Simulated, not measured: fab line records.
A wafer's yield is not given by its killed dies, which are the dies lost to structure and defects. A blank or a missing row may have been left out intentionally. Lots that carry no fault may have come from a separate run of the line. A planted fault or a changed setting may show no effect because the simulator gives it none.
fab line records	flow sfqLine
[record] lots = 6	wafers = 16	lastDay = 88
route steps=325 shown R5@216 I5@228 C5@240 M6@251
lots that met no fault: from a run of the same line without faults
startH: hours from the record's opening day to when the first of the lot's shown wafers began	waitH: time in hours since the lot's previous step	" same as the row above	L1.1+2: a single row standing in for several wafers	- value missing, or start not given	* or withheld: withheld	< > ~ a bound
route shown NAME@n: a module of which the file shows steps, and the number in the route of the first	usual: average and standard deviation across the fault-free wafers	same: alike in all rows	chamber/n: place in a boat	sites: readings site by site	_std_site: their standard deviation	_edge_site: the outer-site mean with the inner-site mean subtracted	radiusMm: how far each site lies from the wafer's centre	mask NAME#n: copy n	behind: the most recent tool/chamber to have shaped the wafer	hold: what put the lot on hold/how long, in hours/how the hold closed	device: the n, p or np transistor that did not switch	end of line: tests run on the same wafers once the route is complete	a step without rows: its recipe alone	killed: the dies lost at the first sort to structure and to defects; this is not the yield of the wafer	map: a wafer's dies, marking killed ones x, the rest . and places with no die _
set.NAME: the setting the step ran with; set.NAME@STEP: the setting that earlier step ran with	model.NAME: the simulator's own value behind a step, which no gauge read
lots at selected steps of the route; one table per step, one row per wafer
services: a tool's chamber out of use, with start hour (startH, from the record's first day; less than 0 if before it), hours out, and reason
[[steps]]
[step SFQ_R5_THK_MEAS_934]
[recipe] thkMeasGauge = xrf	reads = MoNx_of_TRILAYER_R5_DEP_SPUTTER_133
[usual] R5_MONX_THK = 39.9/0.61
lot.wafer	tool	chamber	startH	waitH	R5_MONX_THK[nm]
L107.1	filmMetro-03	-	1434.42	0.1	39.3
L107.3	"	-	"	"	38.8
L107.4	"	-	"	"	39.8
L110.1	filmMetro-03	-	1442.82	0.1	39.3
L110.2	"	-	"	"	39.2
L110.5	"	-	"	"	39.3
L111.1	filmMetro-03	-	1444.02	0.1	39.7
L111.2	"	-	"	"	40.8
L111.3	"	-	"	"	40.4
L115.1	filmMetro-02	-	1459.34	0.1	41.1
L115.3	"	-	"	"	41.2
L119.1	filmMetro-03	-	1471.02	0.1	39.8
L119.2	"	-	"	"	38.9
L125.2	filmMetro-02	-	1548.90	0.1	40.0
L125.4	"	-	"	"	39.1
L125.5	"	-	"	"	39.5
[step SFQ_TRILAYER_R5_LITHO_COAT_141]
[recipe] resist = BARC	spinRpm = 3000	resistThkNm = 62
[step SFQ_TRILAYER_R5_LITHO_COAT_136]
[recipe] resist = KrF	spinRpm = 3000	resistThkNm = 600
[step SFQ_TRILAYER_R5_LITHO_SOFTBAKE_140]
[recipe] tempC = withheld	timeS = withheld	resist = KrF
[step SFQ_TRILAYER_R5_LITHO_EXPOSE_137]
[recipe] maskId = R5	na = 0.6	sourceShape = conventional	sigmaOuter = 0.65	targetCdNm = 500	doseMj = 14.4
[step SFQ_TRILAYER_R5_LITHO_PEB_139]
[recipe] pebTempC = 115	pebTimeS = 60	resist = KrF
[step SFQ_TRILAYER_R5_LITHO_DEVELOP_138]
[recipe] timeS = 60	resist = KrF
[step SFQ_R5_OVL_MEAS_935]
[usual] R5_OVL = -4/5.9
lot.wafer	tool	chamber	startH	waitH	R5_OVL[nm]
L107.1	overlay-02	-	1436.85	0.1	-17
L107.3	"	-	"	"	-16
L107.4	"	-	"	"	-12
L110.1	overlay-02	-	1445.13	0.1	8
L110.2	"	-	"	"	1
L110.5	"	-	"	"	12
L111.1	overlay-02	-	1446.33	0.1	-16
L111.2	"	-	"	"	-12
L111.3	"	-	"	"	-9
L115.1	overlay-01	-	1580.52	0.1	8
L115.3	"	-	"	"	1
L119.1	overlay-01	-	1587.72	0.1	-11
L119.2	"	-	"	"	-15
L125.2	overlay-01	-	1662.37	0.1	-1
L125.4	"	-	"	"	0
L125.5	"	-	"	"	-9
[step SFQ_TRILAYER_R5_BARC_OPEN_METAL_ETCH_177]
[recipe] maskMaterial = PR	chemistry = O2	targetDepthNm = 125	target = BARC	icpW = 600	biasW = 80	pressureMtorr = 10	timeS = 41.7
[usual] drypumpMotorCurrentA = 5.89/0.27	oesProductAu = 0.685/0.0048
lot.wafer	tool	chamber	startH	waitH	drypumpMotorCurrentA	oesProductAu	rfHoursCounterH
L107.1	rieMetal-04	0	1436.89	0.0	5.78	0.681	36
L107.3	"	0	"	"	5.76	0.684	-
L107.4	"	1	"	"	6.19	0.694	-
L110.1	rieMetal-03	0	1445.16	0.0	5.90	0.682	47
L110.2	"	1	"	"	5.74	0.683	12
L110.5	"	0	"	"	5.91	0.686	-
L111.1	rieMetal-02	1	1446.36	0.0	6.31	0.686	33
L111.2	"	0	"	"	5.47	0.680	119
L111.3	"	0	"	"	5.47	0.689	-
L115.1	rieMetal-04	0	1580.55	0.0	5.79	0.690	55
L115.3	"	0	"	"	5.79	0.687	-
L119.1	rieMetal-02	0	1587.75	0.0	5.48	0.684	9
L119.2	"	1	"	"	6.30	0.686	53
L125.2	rieMetal-04	0	1662.40	0.0	5.78	0.690	63
L125.4	"	1	"	"	6.17	0.684	-
L125.5	"	1	"	"	6.18	0.686	-
[step SFQ_TRILAYER_R5_ETCH_METAL_ETCH_139]
[recipe] stopOn = SiO2	maskMaterial = PR	chemistry = Cl2	targetDepthNm = 60	icpW = 600	biasW = 80	pressureMtorr = 10	timeS = 40
[step SFQ_TRILAYER_R5_STRIP_STRIP_140]
[recipe] gas = O2	powerW = 200	platenTempC = 40	overashFraction = 0.65	chemistry = O2	pressureMtorr = 50
[step SFQ_TRILAYER_R5_STRIP_SOLV_CLEAN_141]
[recipe] chemistry = NMP	tempC = 70	timeS = 600
[step SFQ_TRILAYER_A5C_DEP_PECVD_142]
[recipe] material = SiO2	tempC = 150	timeS = 15.556	pressureTorr = 2.4	rfW = 183.3	precursor = SiH4/N2O	targetThkNm = 70
[usual] heaterPowerW = 85/13	throttleValvePct = 25.3/1.7
lot.wafer	tool	chamber	startH	waitH	heaterPowerW	sinceWetCleanH	throttleValvePct	model.SiO2_of_TRILAYER_A5C_DEP_PECVD_142.thkNm
L107.1	pecvd-03	1	1437.78	0.0	72	1230	24.6	69.04
L107.3	"	2	"	"	100	1230	26.7	68.37
L107.4	"	2	"	"	102	-	26.6	70.08
L110.1	pecvd-02	2	1446.07	0.0	81	499	23.3	70.22
L110.2	"	1	"	"	93	499	25.4	68.5
L110.5	"	1	"	"	97	-	25.3	69.22
L111.1	pecvd-03	1	1447.26	0.0	77	1239	24.6	68.25
L111.2	"	0	"	"	77	1239	27.4	67.2
L111.3	"	2	"	"	97	1239	26.8	68.25
L115.1	pecvd-03	0	1581.46	0.0	73	1373	27.5	56.71
L115.3	"	2	"	"	88	1373	27.0	68.81
L119.1	pecvd-03	1	1588.65	0.0	65	1380	24.6	56.97
L119.2	"	0	"	"	76	1380	27.6	56.62
L125.2	pecvd-02	1	1663.30	0.0	107	716	26.4	69.36
L125.4	"	1	"	"	107	-	26.3	71.49
L125.5	"	0	"	"	96	-	22.5	71.54
[step SFQ_TRILAYER_I5_LITHO_COAT_149]
[recipe] resist = BARC	spinRpm = 3000	resistThkNm = 62
[step SFQ_TRILAYER_I5_LITHO_COAT_144]
[recipe] resist = KrF	spinRpm = 3000	resistThkNm = 650
[step SFQ_TRILAYER_I5_LITHO_SOFTBAKE_148]
[recipe] tempC = withheld	timeS = withheld	resist = KrF
[step SFQ_TRILAYER_I5_LITHO_EXPOSE_145]
[recipe] maskId = I5	na = 0.6	sourceShape = conventional	sigmaOuter = 0.65	targetCdNm = 700	doseMj = 21.3
[step SFQ_TRILAYER_I5_LITHO_PEB_147]
[recipe] pebTempC = 115	pebTimeS = 60	resist = KrF
[step SFQ_TRILAYER_I5_LITHO_DEVELOP_146]
[recipe] timeS = 60	resist = KrF
[step SFQ_I5_OVL_MEAS_936]
[usual] I5_OVL = 0/5.8
lot.wafer	tool	chamber	startH	waitH	I5_OVL[nm]
L107.1	overlay-02	-	1558.92	0.1	-8
L107.3	"	-	"	"	-1
L107.4	"	-	"	"	1
L110.1	overlay-01	-	1566.24	0.1	2
L110.2	"	-	"	"	1
L110.5	"	-	"	"	0
L111.1	overlay-01	-	1567.44	0.1	4
L111.2	"	-	"	"	5
L111.3	"	-	"	"	6
L115.1	overlay-01	-	1583.74	0.1	8
L115.3	"	-	"	"	5
L119.1	overlay-01	-	1590.92	0.1	-5
L119.2	"	-	"	"	0
L125.2	overlay-02	-	1777.56	0.1	5
L125.4	"	-	"	"	2
L125.5	"	-	"	"	0
[step SFQ_TRILAYER_I5_BARC_OPEN_VIA_ETCH_200]
[recipe] maskMaterial = PR	chemistry = O2	targetDepthNm = 125	target = BARC	sourceW = 500	biasW = 80	pressureMtorr = 30	timeS = 41.7
[usual] drypumpMotorCurrentA = 5.7/0.36	oesProductAu = 0.685/0.005
lot.wafer	tool	chamber	startH	waitH	drypumpMotorCurrentA	oesProductAu	rfHoursCounterH
L107.1	rieDiel-04	0	1558.95	0.0	5.9	0.691	18
L107.3	"	2	"	"	5.5	0.694	18
L107.4	"	3	"	"	5.6	0.688	16
L110.1	rieDiel-04	2	1566.28	0.0	5.6	0.689	19
L110.2	"	1	"	"	5.3	0.683	16
L110.5	"	0	"	"	5.9	0.677	-
L111.1	rieDiel-01	3	1567.48	0.0	6.7	0.676	16
L111.2	"	1	"	"	5.4	0.678	16
L111.3	"	0	"	"	5.6	0.689	18
L115.1	rieDiel-02	2	1583.77	0.0	6.0	0.686	11
L115.3	"	3	"	"	5.6	0.679	3
L119.1	rieDiel-02	3	1590.96	0.0	5.6	0.676	3
L119.2	"	0	"	"	5.6	0.686	3
L125.2	rieDiel-01	3	1777.59	0.0	6.7	0.691	19
L125.4	"	2	"	"	5.9	0.679	-
L125.5	"	0	"	"	5.6	0.682	-
[step SFQ_TRILAYER_I5_ETCH_VIA_ETCH_147]
[recipe] stopOn = Nb	maskMaterial = PR	chemistry = CHF3	targetDepthNm = 360	sourceW = 500	biasW = 80	pressureMtorr = 30	timeS = withheld
[usual] drypumpMotorCurrentA = 5.7/0.35	oesProductAu = 0.988/0.0064
lot.wafer	tool	chamber	startH	waitH	drypumpMotorCurrentA	oesProductAu
L107.1	rieDiel-04	0	1558.99	0.0	5.9	0.997
L107.3	"	2	"	"	5.6	0.989
L107.4	"	3	"	"	5.6	0.998
L110.1	rieDiel-04	2	1566.32	0.0	5.5	0.982
L110.2	"	1	"	"	5.3	0.999
L110.5	"	0	"	"	5.9	0.985
L111.1	rieDiel-01	3	1567.52	0.0	6.7	0.984
L111.2	"	1	"	"	5.3	0.990
L111.3	"	0	"	"	5.6	0.980
L115.1	rieDiel-02	2	1583.81	0.0	6.1	0.985
L115.3	"	3	"	"	5.6	0.995
L119.1	rieDiel-02	3	1591.00	0.0	5.6	0.997
L119.2	"	0	"	"	5.6	0.998
L125.2	rieDiel-01	3	1777.63	0.0	6.7	0.987
L125.4	"	2	"	"	5.9	0.987
L125.5	"	0	"	"	5.6	0.993
[step SFQ_TRILAYER_I5_STRIP_STRIP_148]
[recipe] gas = O2	powerW = 200	platenTempC = 40	overashFraction = 0.65	chemistry = O2	pressureMtorr = 50
[usual] drypumpMotorCurrentA = 5.77/0.19	oesProductAu = 1.001/0.0085
lot.wafer	tool	chamber	startH	waitH	drypumpMotorCurrentA	oesProductAu	rfHoursCounterH
L107.1	rieMetal-03	1	1559.14	-	5.75	1.001	28
L107.3	"	1	"	"	5.75	1.009	-
L107.4	"	0	"	"	5.92	1.010	-
L110.1	rieMetal-03	1	1566.47	-	5.72	0.994	29
L110.2	"	0	"	"	5.92	1.003	64
L110.5	"	1	"	"	5.71	1.000	-
L111.1	rieMetal-01	1	1567.67	-	5.43	1.004	59
L111.2	"	0	"	"	5.50	1.003	81
L111.3	"	0	"	"	5.50	1.008	-
L115.1	rieMetal-01	0	1583.96	-	5.52	1.009	83
L115.3	"	0	"	"	5.52	1.013	-
L119.1	rieMetal-04	0	1591.15	-	5.77	0.993	57
L119.2	"	1	"	"	6.14	1.011	26
L125.2	rieMetal-04	0	1777.78	-	5.81	0.983	78
L125.4	"	1	"	"	6.16	1.003	-
L125.5	"	0	"	"	5.80	0.995	-
[step SFQ_TRILAYER_I5_STRIP_SOLV_CLEAN_149]
[recipe] chemistry = NMP	tempC = 70	timeS = 600
[step SFQ_TRILAYER_C5_LITHO_COAT_156]
[recipe] resist = BARC	spinRpm = 3000	resistThkNm = 62
[step SFQ_TRILAYER_C5_LITHO_COAT_151]
[recipe] resist = KrF	spinRpm = 3000	resistThkNm = 650
[step SFQ_TRILAYER_C5_LITHO_SOFTBAKE_155]
[recipe] tempC = withheld	timeS = withheld	resist = KrF
[step SFQ_TRILAYER_C5_LITHO_EXPOSE_152]
[recipe] maskId = C5	na = 0.6	sourceShape = conventional	sigmaOuter = 0.65	targetCdNm = 500	doseMj = 21.3
[step SFQ_TRILAYER_C5_LITHO_PEB_154]
[recipe] pebTempC = 115	pebTimeS = 60	resist = KrF
[step SFQ_TRILAYER_C5_LITHO_DEVELOP_153]
[recipe] timeS = 60	resist = KrF
[step SFQ_C5_OVL_MEAS_937]
[usual] C5_OVL = -3/4.8
lot.wafer	tool	chamber	startH	waitH	C5_OVL[nm]
L107.1	overlay-02	-	1675.57	0.1	-1
L107.3	"	-	"	"	1
L107.4	"	-	"	"	-6
L110.1	overlay-02	-	1686.11	0.1	6
L110.2	"	-	"	"	0
L110.5	"	-	"	"	-1
L111.1	overlay-01	-	1687.31	0.1	-6
L111.2	"	-	"	"	-5
L111.3	"	-	"	"	-5
L115.1	overlay-01	-	1701.71	0.1	-9
L115.3	"	-	"	"	-12
L119.1	overlay-02	-	1709.03	0.1	-2
L119.2	"	-	"	"	-9
L125.2	overlay-02	-	1782.03	0.1	-13
L125.4	"	-	"	"	-2
L125.5	"	-	"	"	-14
[step SFQ_TRILAYER_C5_BARC_OPEN_VIA_ETCH_210]
[recipe] maskMaterial = PR	chemistry = O2	targetDepthNm = 125	target = BARC	sourceW = 500	biasW = 80	pressureMtorr = 30	timeS = 41.7
[step SFQ_TRILAYER_C5_ETCH_VIA_ETCH_154]
[recipe] target = SiO2	maskMaterial = PR	chemistry = CHF3	targetDepthNm = 84	sourceW = 500	biasW = 80	pressureMtorr = 30	timeS = withheld	stopOn = Nb
[usual] drypumpMotorCurrentA = 5.7/0.4	oesProductAu = 0.891/0.0084
lot.wafer	tool	chamber	startH	waitH	drypumpMotorCurrentA	oesProductAu	model.C5.featureDepthNm	model.etch.depthNm
L107.1	rieDiel-03	2	1675.64	0.0	5.9	0.880	69.04	69.04
L107.3	"	0	"	"	5.3	0.881	68.37	68.37
L107.4	"	3	"	"	5.6	0.889	70.08	70.08
L110.1	rieDiel-04	2	1686.18	0.0	5.5	0.893	70.22	70.22
L110.2	"	3	"	"	5.6	0.883	68.5	68.5
L110.5	"	1	"	"	5.3	0.888	69.22	69.22
L111.1	rieDiel-03	3	1687.38	0.0	5.6	0.875	68.25	68.25
L111.2	"	0	"	"	5.3	0.873	67.2	67.2
L111.3	"	2	"	"	5.9	0.879	68.25	68.25
L115.1	rieDiel-03	3	1701.78	0.0	5.6	0.798	56.71	56.71
L115.3	"	0	"	"	5.3	0.884	68.81	68.81
L119.1	rieDiel-01	2	1709.11	0.0	5.9	0.802	56.97	56.97
L119.2	"	1	"	"	5.4	0.797	56.62	56.62
L125.2	rieDiel-04	1	1782.10	0.0	5.3	0.881	69.36	69.36
L125.4	"	0	"	"	5.9	0.906	71.49	71.49
L125.5	"	0	"	"	5.9	0.904	71.54	71.54
[step SFQ_TRILAYER_C5_STRIP_STRIP_155]
[recipe] gas = O2	powerW = 200	platenTempC = 40	overashFraction = 0.65	chemistry = O2	pressureMtorr = 50
[step SFQ_TRILAYER_C5_STRIP_SOLV_CLEAN_156]
[recipe] chemistry = NMP	tempC = 70	timeS = 600
[step SFQ_TRILAYER_M6_DEP_PRE_CLEAN_158]
[recipe] gas = Ar	timeS = 22.5	biasV = 250
lot.wafer	tool	chamber	startH	waitH	model.SiO2_of_TRILAYER_A5C_DEP_PECVD_142.thkNm
L107.1	pvdSputter-03	-	1676.48	0.0	61.54
L107.3	"	-	"	"	60.87
L107.4	"	-	"	"	62.58
L110.1	pvdSputter-04	-	1687.00	0.0	62.72
L110.2	"	-	"	"	61
L110.5	"	-	"	"	61.72
L111.1	pvdSputter-03	-	1688.20	0.0	60.75
L111.2	"	-	"	"	59.7
L111.3	"	-	"	"	60.76
L115.1	pvdSputter-04	-	1702.60	0.0	49.21
L115.3	"	-	"	"	61.31
L119.1	pvdSputter-03	-	1709.93	0.0	49.47
L119.2	"	-	"	"	49.12
L125.2	pvdSputter-04	-	1782.92	0.0	61.86
L125.4	"	-	"	"	63.99
L125.5	"	-	"	"	64.04
[step SFQ_TRILAYER_M6_DEP_SPUTTER_157]
[recipe] material = Nb	basePressurePa = 1.33e-06	chamberPressurePa = 0.1333	substrateTempC = 20	targetThkNm = 200	powerW = 2000	timeS = 133.3
[usual] throttleValvePct = 30.2/1
lot.wafer	tool	chamber	startH	waitH	throttleValvePct
L107.1	pvdSputter-03	-	1676.51	0.0	28.9
L107.3	"	-	"	"	31.7
L107.4	"	-	"	"	31.0
L110.1	pvdSputter-04	-	1687.03	0.0	31.4
L110.2	"	-	"	"	29.1
L110.5	"	-	"	"	30.8
L111.1	pvdSputter-03	-	1688.23	0.0	30.9
L111.2	"	-	"	"	28.8
L111.3	"	-	"	"	29.6
L115.1	pvdSputter-04	-	1702.63	0.0	30.9
L115.3	"	-	"	"	29.2
L119.1	pvdSputter-03	-	1709.96	0.0	28.6
L119.2	"	-	"	"	29.9
L125.2	pvdSputter-04	-	1782.95	0.0	29.2
L125.4	"	-	"	"	31.1
L125.5	"	-	"	"	29.1
[[services]]
tool	chamber	startH	hours	kind
rieDiel-04	3	1413.29	16.6	repair
rieDiel-01	-	1440.12	0.9	repair
rieMetal-04	-	1447.71	1.4	pm
rieDiel-01	-	1477.69	0.2	repair
rieDiel-04	0	1478.91	6.4	repair
rieDiel-01	3	1483.35	2.8	repair
pvdSputter-03	-	1491.71	14.7	repair
pvdSputter-03	-	1513.04	14.1	repair
rieDiel-04	1	1528.30	10.6	repair
pvdSputter-03	-	1546.00	6.2	repair
pvdSputter-04	-	1556.90	1.9	repair
rieDiel-04	3	1586.21	1.8	repair
pvdSputter-04	-	1610.57	8.6	repair
rieDiel-04	-	1614.74	0.4	repair
pvdSputter-03	-	1644.51	3.8	repair
rieDiel-01	-	1658.96	14.6	pm
rieDiel-04	-	1662.43	0.2	repair
rieDiel-04	2	1662.93	8.9	repair
pvdSputter-04	-	1666.96	0.6	repair
rieDiel-04	2	1676.50	4.3	repair
rieDiel-01	0	1677.31	4.0	repair
rieDiel-04	2	1703.61	2.6	repair
rieDiel-04	2	1718.09	9.8	repair
rieDiel-04	2	1770.39	7.6	repair
[[key]]
[firstSign] step = SFQ_TRILAYER_C5_ETCH_VIA_ETCH_154	reading = oesProductAu	direction = down	sigmas = 11	usual = 0.891	struck = 0.799
effect none on later readings
[modelEffect] step = SFQ_TRILAYER_A5C_DEP_PECVD_142	value = SiO2_of_TRILAYER_A5C_DEP_PECVD_142.thkNm	without = 68.82	struck = 56.77
[modelEffect] step = SFQ_TRILAYER_C5_ETCH_VIA_ETCH_154	value = C5.featureDepthNm	without = 68.82	struck = 56.77
[modelEffect] step = SFQ_TRILAYER_M6_DEP_PRE_CLEAN_158	value = SiO2_of_TRILAYER_A5C_DEP_PECVD_142.thkNm	without = 61.32	struck = 49.27
metAt SFQ_TRILAYER_A5C_DEP_PECVD_142
struckWafers L115.1,L119.1,L119.2
onsetBetween 1447.26 1581.46
[fault] kind = processParameterDrift	tool = pecvd-03	chamber = -	onsetH = 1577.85	steps = SFQ_TRILAYER_A5C_DEP_PECVD_142	channel = timeS	offset = *	shape = step	endH = 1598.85	scope = struckWafersOnly	actsIn = *	stated = *
